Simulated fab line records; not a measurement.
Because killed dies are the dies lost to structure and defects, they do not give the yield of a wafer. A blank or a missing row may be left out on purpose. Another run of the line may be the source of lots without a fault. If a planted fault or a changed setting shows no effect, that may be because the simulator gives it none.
Chamber matching :: flow gf180mcu :: cmp-01 running GF_V4_CMP_04: 4 sister chambers
The step polishes SiO2. 8 wafers are shown with their chamber, then 12 later ones without.

WAFERS PAIRED WITH THEIR CHAMBERS
wafer: L083.5
chamber: 1
motor_current_A (A): 11.6
time_to_endpoint_s (s): 71

wafer: L087.3
chamber: 1
motor_current_A (A): 11.3
time_to_endpoint_s (s): 71

wafer: L088.5
chamber: 2
motor_current_A (A): 13.5
time_to_endpoint_s (s): 80

wafer: L089.4
chamber: 0
motor_current_A (A): 11.7
time_to_endpoint_s (s): 83

wafer: L089.5
chamber: 0
motor_current_A (A): 12.1
time_to_endpoint_s (s): 80

wafer: L092.3
chamber: 3
motor_current_A (A): 12.1
time_to_endpoint_s (s): 67

wafer: L092.4
chamber: 2
motor_current_A (A): 14.3
time_to_endpoint_s (s): 75

wafer: L092.5
chamber: 3
motor_current_A (A): 13.1
time_to_endpoint_s (s): 76

WAFERS MISSING THEIR CHAMBER
wafer: L093.2
motor_current_A (A): 11.0
time_to_endpoint_s (s): 74

wafer: L093.4
motor_current_A (A): 11.6
time_to_endpoint_s (s): 82

wafer: L093.6
motor_current_A (A): 11.2
time_to_endpoint_s (s): 71

wafer: L094.1
motor_current_A (A): 12.9
time_to_endpoint_s (s): 68

wafer: L094.3
motor_current_A (A): 12.1
time_to_endpoint_s (s): 77

wafer: L094.4
motor_current_A (A): 13.7
time_to_endpoint_s (s): 77

wafer: L096.2
motor_current_A (A): 11.1
time_to_endpoint_s (s): 68

wafer: L096.3
motor_current_A (A): 13.1
time_to_endpoint_s (s): 73

wafer: L096.5
motor_current_A (A): 14.1
time_to_endpoint_s (s): 80

wafer: L095.1
motor_current_A (A): 11.1
time_to_endpoint_s (s): 74

wafer: L095.5
motor_current_A (A): 11.2
time_to_endpoint_s (s): 88

wafer: L095.6
motor_current_A (A): 11.8
time_to_endpoint_s (s): 80

THE CHAMBER EACH PASSED THROUGH
wafer: L093.2
from the rows above: can't be placed: 1 or 0
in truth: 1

wafer: L093.4
from the rows above: 0
in truth: 0

wafer: L093.6
from the rows above: 1
in truth: 1

wafer: L094.1
from the rows above: can't be placed: 3 or 1
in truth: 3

wafer: L094.3
from the rows above: can't be placed: 0 or 3 or 1
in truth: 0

wafer: L094.4
from the rows above: 2
in truth: 2

wafer: L096.2
from the rows above: 1
in truth: 1

wafer: L096.3
from the rows above: can't be placed: 3 or 2
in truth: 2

wafer: L096.5
from the rows above: 2
in truth: 2

wafer: L095.1
from the rows above: can't be placed: 1 or 0
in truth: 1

wafer: L095.5
from the rows above: 0
in truth: 0

wafer: L095.6
from the rows above: 0
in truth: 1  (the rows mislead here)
6 of 12 placed correctly. Not placeable from these rows: 5 (in 5, the candidates include the true chamber). 1 placed wrongly.
How it was worked out, from the rows above alone: a wafer's distance from a chamber is the root of the sum, over the readings, of the square of ((its reading less the chamber's mean) divided by the reading's scatter). The wafer belongs to the nearest chamber; if the next one is less than 2 further off, it can't be placed. Each chamber's mean is taken over the wafers shown for it. The scatter: the root of (the sum of the squares of (reading less its chamber's mean) over the shown wafers, divided by (wafers less chambers)).
